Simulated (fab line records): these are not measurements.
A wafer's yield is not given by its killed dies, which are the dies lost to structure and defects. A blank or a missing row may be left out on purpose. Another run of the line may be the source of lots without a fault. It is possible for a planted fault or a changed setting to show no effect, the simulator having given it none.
What tool caused it? ; flow gf180mcu ; 6 lots, 18 wafers sampled, at 3 steps of a route of 602

## WHAT THE GAUGES READ, wafer by wafer
GF_V4_OVL_MEAS_15.
lot;measured;on;V4_OVL (nm)
L835;day 24 15:02;overlay-02;5 -4 0
L844;day 27 17:43;overlay-02;56 53 47
L847;day 28 16:29;overlay-01;8 9 8
L849;day 29 07:16;overlay-02;-5 -6 -6
L852;day 30 01:13;overlay-01;-7 -11 -7
L855;day 30 19:17;overlay-01;2 -2 0

## WHAT TOOL EACH LOT RAN ON (gives the tool, then ch and the chambers of the sampled wafers, and finally the start)
lot;GF_M4_SPUTTER_04;GF_V4_EXPOSE_11
L835;pvd sputter-03, day 22 16:05;krf scanner-01 ch 0, day 24 03:50
L844;pvd sputter-02, day 26 00:02;krf scanner-02 ch 0, day 27 08:28
L847;pvd sputter-03, day 26 23:24;krf scanner-01 ch 0, day 28 06:56
L849;pvd sputter-02, day 27 15:30;krf scanner-01 ch 0, day 28 21:45
L852;pvd sputter-01, day 28 10:07;krf scanner-01 ch 0, day 29 15:50
L855;pvd sputter-01, day 29 05:17;krf scanner-01 ch 0, day 30 10:33
- GF_M4_SPUTTER_04: material TiN, target thk 50 nm, time 41.7 s.
- GF_V4_EXPOSE_11: exposes mask Via4, target cd 260 nm.

## THE ANSWER, worked out from the rows above alone
Rule: the lots themselves supply what counts as usual. Put in order of their means at a reading, lots are off if they are a third of the lots or fewer, leave a main group of 4 or more, and stand apart from it by a gap of 3 or more times the standard deviation of the main group's means; of several such gaps the widest counts. A main group is skipped when, at the precision printed for the reading in the tables above, its means are all equal. A lot without any number at a reading at which 4 lots or more have one is off too. The other lots that the step has rows for count as sound.
Off: L844, at GF_V4_OVL_MEAS_15 (V4_OVL). For the main group the mean is -1 nm and the standard deviation 5.8.
A tool fits if, at a process step before that reading, it ran every lot that is off, and no sound lot after the first of them. Gauges at GF_V4_OVL_MEAS_15: tried the same way as those tools. One fits: GF_V4_EXPOSE_11 on krf scanner-02. It ran no sound lot before its first lot that is off in this sample, so the start can't be narrowed down.

## WHAT THE SIMULATOR PUT IN
Scanner matching overlay: krf scanner-02, from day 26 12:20 on, at GF_V4_EXPOSE_11. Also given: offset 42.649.
Struck lots among those shown: L844. The rule given above showed the same thing.
